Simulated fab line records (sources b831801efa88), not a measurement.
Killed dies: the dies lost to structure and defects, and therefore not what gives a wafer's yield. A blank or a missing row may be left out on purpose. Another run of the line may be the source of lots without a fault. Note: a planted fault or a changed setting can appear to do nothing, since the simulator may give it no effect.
Check of tool commonality || flow gf180mcu || 39 wafers sampled across 12 lots

## WHAT PROMPTED THE OPENING
At GF_MVSD_TW_MEAS_11 the reading MVSD_TW is flagged on 1 of 12 lots. Fault-free wafers read 1574, with a standard deviation of 8.3.
Rule: a lot gets a flag if all its wafers with a number sit over 4 standard deviations from that mean, or if no wafer of it has a number. As for the other lots, they are considered sound.

{"lot": "L519", "measured": "day 5 04:10", "on": "film-metro-03", "MVSD_TW, wafer by wafer": "1567 1568 1573", "flag": ""}
{"lot": "L520", "measured": "day 5 10:52", "on": "film-metro-03", "MVSD_TW, wafer by wafer": "1583 1555 1569", "flag": ""}
{"lot": "L521", "measured": "day 5 13:30", "on": "film-metro-03", "MVSD_TW, wafer by wafer": "1571 1571 1578", "flag": ""}
{"lot": "L522", "measured": "day 5 21:47", "on": "film-metro-03", "MVSD_TW, wafer by wafer": "1581 1573 1577", "flag": ""}
{"lot": "L524", "measured": "day 6 07:08", "on": "film-metro-01", "MVSD_TW, wafer by wafer": "1580 1592 1591", "flag": ""}
{"lot": "L525", "measured": "day 6 13:05", "on": "film-metro-03", "MVSD_TW, wafer by wafer": "1574 1566 1577", "flag": ""}
{"lot": "L527", "measured": "day 7 01:31", "on": "film-metro-02", "MVSD_TW, wafer by wafer": "1566 1569 1572", "flag": ""}
{"lot": "L528", "measured": "day 7 05:42", "on": "film-metro-02", "MVSD_TW, wafer by wafer": "1558 1556 1568", "flag": ""}
{"lot": "L533", "measured": "day 9 02:55", "on": "film-metro-03", "MVSD_TW, wafer by wafer": "1560 1563 1572", "flag": ""}
{"lot": "L535", "measured": "day 9 10:56", "on": "film-metro-03", "MVSD_TW, wafer by wafer": "30 30 30 30 30 30", "flag": "FLAGGED"}
{"lot": "L539", "measured": "day 9 23:55", "on": "film-metro-01", "MVSD_TW, wafer by wafer": "1591 1596 1588", "flag": ""}
{"lot": "L538", "measured": "day 10 04:44", "on": "film-metro-02", "MVSD_TW, wafer by wafer": "1575 1569 1556", "flag": ""}
On average the flagged lots read 30, which is -1544 against the usual, or -99 or more standard deviations.

## WHICH TOOL EACH LOT WENT THROUGH
2 process steps preceding the reading are held in the record, out of 602 steps in the route. Read each cell as the tool, then ch plus the chambers that the sampled wafers visited, then the start.
{"lot": "L519", "flag": "", "GF_MVSD_EXPOSE_04": "iline-stepper-01 ch 0, day 4 21:02", "GF_MVSD_STRIP_10": "plasma-asher-04 ch 0,1, day 5 04:04"}
{"lot": "L520", "flag": "", "GF_MVSD_EXPOSE_04": "iline-stepper-02 ch 0, day 5 03:37", "GF_MVSD_STRIP_10": "plasma-asher-01 ch 0,1, day 5 10:46"}
{"lot": "L521", "flag": "", "GF_MVSD_EXPOSE_04": "iline-stepper-02 ch 0, day 5 06:39", "GF_MVSD_STRIP_10": "plasma-asher-04 ch 0,1, day 5 13:19"}
{"lot": "L522", "flag": "", "GF_MVSD_EXPOSE_04": "iline-stepper-01 ch 0, day 5 14:17", "GF_MVSD_STRIP_10": "plasma-asher-01 ch 0,1, day 5 21:41"}
{"lot": "L524", "flag": "", "GF_MVSD_EXPOSE_04": "iline-stepper-01 ch 0, day 6 00:17", "GF_MVSD_STRIP_10": "plasma-asher-04 ch 0, day 6 07:02"}
{"lot": "L525", "flag": "", "GF_MVSD_EXPOSE_04": "iline-stepper-02 ch 0, day 6 06:12", "GF_MVSD_STRIP_10": "plasma-asher-01 ch 0,1, day 6 12:58"}
{"lot": "L527", "flag": "", "GF_MVSD_EXPOSE_04": "iline-stepper-01 ch 0, day 6 17:59", "GF_MVSD_STRIP_10": "plasma-asher-01 ch 0, day 7 01:25"}
{"lot": "L528", "flag": "", "GF_MVSD_EXPOSE_04": "iline-stepper-02 ch 0, day 6 22:11", "GF_MVSD_STRIP_10": "plasma-asher-04 ch 0,1, day 7 05:35"}
{"lot": "L533", "flag": "", "GF_MVSD_EXPOSE_04": "iline-stepper-02 ch 0, day 8 17:50", "GF_MVSD_STRIP_10": "plasma-asher-04 ch 0,1, day 9 02:49"}
{"lot": "L535", "flag": "FLAGGED", "GF_MVSD_EXPOSE_04": "iline-stepper-01 ch 0, day 9 02:17", "GF_MVSD_STRIP_10": "plasma-asher-01 ch 0,1, day 9 10:49"}
{"lot": "L539", "flag": "", "GF_MVSD_EXPOSE_04": "iline-stepper-02 ch 0, day 9 15:09", "GF_MVSD_STRIP_10": "plasma-asher-04 ch 0,1, day 9 23:47"}
{"lot": "L538", "flag": "", "GF_MVSD_EXPOSE_04": "iline-stepper-02 ch 0, day 9 19:11", "GF_MVSD_STRIP_10": "plasma-asher-02 ch 0,1, day 10 04:37"}
What the steps here do:
- GF_MVSD_EXPOSE_04: exposes mask MVSD, target cd 1000 nm.
- GF_MVSD_STRIP_10: strips in O2/N2.
- GF_MVSD_TW_MEAS_11

## FLAGGED OVER TOTAL, TOOL BY TOOL (the gauges that took the reading come last)
{"step": "GF_MVSD_EXPOSE_04", "tool": "iline-stepper-01", "lots run": 5, "flagged": 1, "share of the flagged lots": "all", "sound lots run after its first flagged lot": 0}
{"step": "GF_MVSD_EXPOSE_04", "tool": "iline-stepper-02", "lots run": 7, "flagged": 0, "share of the flagged lots": "none", "sound lots run after its first flagged lot": "-"}
{"step": "GF_MVSD_STRIP_10", "tool": "plasma-asher-01", "lots run": 5, "flagged": 1, "share of the flagged lots": "all", "sound lots run after its first flagged lot": 0}
{"step": "GF_MVSD_STRIP_10", "tool": "plasma-asher-02", "lots run": 1, "flagged": 0, "share of the flagged lots": "none", "sound lots run after its first flagged lot": "-"}
{"step": "GF_MVSD_STRIP_10", "tool": "plasma-asher-04", "lots run": 6, "flagged": 0, "share of the flagged lots": "none", "sound lots run after its first flagged lot": "-"}
{"step": "GF_MVSD_TW_MEAS_11", "tool": "film-metro-01", "lots run": 2, "flagged": 0, "share of the flagged lots": "none", "sound lots run after its first flagged lot": "-"}
{"step": "GF_MVSD_TW_MEAS_11", "tool": "film-metro-02", "lots run": 3, "flagged": 0, "share of the flagged lots": "none", "sound lots run after its first flagged lot": "-"}
{"step": "GF_MVSD_TW_MEAS_11", "tool": "film-metro-03", "lots run": 7, "flagged": 1, "share of the flagged lots": "all", "sound lots run after its first flagged lot": 0}

## THE TABLE: WHAT IT ALLOWS
Every flagged lot was run by 3 rows of the table: iline-stepper-01 at GF_MVSD_EXPOSE_04, plasma-asher-01 at GF_MVSD_STRIP_10 and film-metro-03 at GF_MVSD_TW_MEAS_11.
- iline-stepper-01 at GF_MVSD_EXPOSE_04 ran 5 lots, 1 of them flagged. Last sound lot L527 at day 6 17:59, first flagged lot L535 at day 9 02:17; a fault beginning in between fits.
- plasma-asher-01 at GF_MVSD_STRIP_10 ran 5 lots, 1 of them flagged. Last sound lot L527 at day 7 01:25, first flagged lot L535 at day 9 10:49; a fault beginning in between fits.
- film-metro-03 at GF_MVSD_TW_MEAS_11 ran 7 lots, 1 of them flagged. Last sound lot L533 at day 9 02:55, first flagged lot L535 at day 9 10:56; a fault beginning in between fits.
A lot count leaves these 3 tools indistinguishable: every one of them fits a fault beginning at some hour. More lots, or a look at what each step does to the wafer, might.

## WHAT WAS PUT IN BY THE SIMULATOR
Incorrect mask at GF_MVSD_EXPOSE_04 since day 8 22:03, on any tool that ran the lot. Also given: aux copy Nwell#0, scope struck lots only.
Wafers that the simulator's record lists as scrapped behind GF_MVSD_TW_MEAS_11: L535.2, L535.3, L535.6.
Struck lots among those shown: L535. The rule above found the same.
